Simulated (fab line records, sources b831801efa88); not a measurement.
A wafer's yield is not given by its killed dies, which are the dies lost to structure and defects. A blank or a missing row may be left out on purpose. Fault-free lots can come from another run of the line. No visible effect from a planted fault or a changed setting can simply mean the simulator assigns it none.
Which tool was responsible?    flow sky130    route of 708 steps, sampled at 1 step: 6 lots, 18 wafers

## WHAT EACH GAUGE READ, for each wafer
SKY_CONTACT_THK_MEAS_01.
lot   measured      on            CONTACT_CVD_00_THK (nm)
L136  day 31 00:46  filmMetro-01  75.1 76.0 76.6
L142  day 33 14:14  filmMetro-02  74.4 74.7 75.4
L148  day 35 06:28  filmMetro-02  74.3 76.3 76.0
L150  day 35 17:04  filmMetro-02  75.1 75.6 75.9
L153  day 36 19:02  filmMetro-01  75.1 76.4 75.8
L155  day 37 04:11  filmMetro-03  75.9 75.9 75.6

## EACH LOT AND THE TOOL THAT RAN IT (in order: tool; ch and the chambers of the sampled wafers; start)
The record shows no process step preceding these readings.

## THE ANSWER, worked out from the rows above alone
Rule: what is usual is taken from the lots themselves. Put in order of their means at a reading, lots are off if they are a third of the lots or fewer, leave a main group of 4 or more, and stand apart from it by a gap of 3 or more times the standard deviation of the main group's means; of several such gaps the widest counts. A main group whose means are all the same, to the digits that the tables above print for the reading, isn't used. A lot without any number at a reading at which 4 lots or more have one is off too. Any other lot the step has rows for is counted as sound.
Off: L142, seen at SKY_CONTACT_THK_MEAS_01 (CONTACT_CVD_00_THK). The main group: mean 75.7 nm, standard deviation 0.15.
If a tool, at a process step before that reading, ran all the lots that are off and no sound lot after the first of them, it fits. Gauges at SKY_CONTACT_THK_MEAS_01: tried the same way as those tools. Not one of the candidates tried fits.

## WHAT THE SIMULATOR HAD INSERTED
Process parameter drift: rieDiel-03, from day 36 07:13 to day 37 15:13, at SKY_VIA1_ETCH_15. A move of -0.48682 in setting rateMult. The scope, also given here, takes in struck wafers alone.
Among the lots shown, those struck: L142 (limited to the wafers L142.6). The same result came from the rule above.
